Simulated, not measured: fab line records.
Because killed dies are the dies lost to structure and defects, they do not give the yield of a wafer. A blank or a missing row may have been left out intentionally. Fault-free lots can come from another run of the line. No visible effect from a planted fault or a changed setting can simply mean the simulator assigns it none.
Chamber matching :: flow gf180mcu :: GF_STI_ETCH_13 on rieDiel-04 has 4 sister chambers
The step etches the open film in CHF3/O2, stops on Si, target depth 282.31 nm, time 112.9 s. 8 wafers are shown with their chamber, then 10 later ones without.

WAFERS, EACH WITH ITS CHAMBER
wafer: L083.4
chamber: 1
drypumpMotorCurrentA (A): 5.3
oesProductAu (a.u.): 0.838

wafer: L086.4
chamber: 2
drypumpMotorCurrentA (A): 6.6
oesProductAu (a.u.): 0.833

wafer: L086.5
chamber: 3
drypumpMotorCurrentA (A): 6.4
oesProductAu (a.u.): 0.834

wafer: L087.1
chamber: 2
drypumpMotorCurrentA (A): 6.6
oesProductAu (a.u.): 0.830

wafer: L087.2
chamber: 1
drypumpMotorCurrentA (A): 5.2
oesProductAu (a.u.): 0.834

wafer: L087.3
chamber: 3
drypumpMotorCurrentA (A): 6.4
oesProductAu (a.u.): 0.830

wafer: L087.4
chamber: 0
drypumpMotorCurrentA (A): 4.9
oesProductAu (a.u.): 0.831

wafer: L087.5
chamber: 0
drypumpMotorCurrentA (A): 4.9
oesProductAu (a.u.): 0.826

WAFERS WHOSE CHAMBER IS MISSING
wafer: L087.6
drypumpMotorCurrentA (A): 5.2
oesProductAu (a.u.): 0.831

wafer: L088.2
drypumpMotorCurrentA (A): 6.6
oesProductAu (a.u.): 0.841

wafer: L088.3
drypumpMotorCurrentA (A): 4.9
oesProductAu (a.u.): 0.829

wafer: L088.5
drypumpMotorCurrentA (A): 5.2
oesProductAu (a.u.): 0.845

wafer: L089.1
drypumpMotorCurrentA (A): 5.3
oesProductAu (a.u.): 0.819

wafer: L089.2
drypumpMotorCurrentA (A): 6.4
oesProductAu (a.u.): 0.823

wafer: L089.4
drypumpMotorCurrentA (A): 6.6
oesProductAu (a.u.): 0.829

wafer: L091.1
drypumpMotorCurrentA (A): 6.6
oesProductAu (a.u.): 0.829

wafer: L091.4
drypumpMotorCurrentA (A): 4.9
oesProductAu (a.u.): 0.838

wafer: L091.6
drypumpMotorCurrentA (A): 4.9
oesProductAu (a.u.): 0.836

WHICH CHAMBER EACH ONE RAN IN
wafer: L087.6
from the rows above: 1
in truth: 1

wafer: L088.2
from the rows above: 2
in truth: 2

wafer: L088.3
from the rows above: 0
in truth: 0

wafer: L088.5
from the rows above: 1
in truth: 1

wafer: L089.1
from the rows above: 1
in truth: 1

wafer: L089.2
from the rows above: 3
in truth: 3

wafer: L089.4
from the rows above: 2
in truth: 2

wafer: L091.1
from the rows above: 2
in truth: 2

wafer: L091.4
from the rows above: 0
in truth: 0

wafer: L091.6
from the rows above: 0
in truth: 0
Correctly placed: 10 of 10. Can't be placed from these rows: 0. Wrongly placed: 0.
How it was worked out, from the rows above alone: a wafer's distance from a chamber is the root of the sum, over the readings, of the square of ((its reading less the chamber's mean) divided by the reading's scatter). If the next closest chamber is less than 2 further off than the closest, the wafer can't be placed; otherwise it belongs to the closest. The mean given for a chamber averages the wafers shown for that chamber. How the scatter is found: for the shown wafers, subtract from each reading the mean of its chamber, square and add these, divide the total by (wafers less chambers), then take the root.
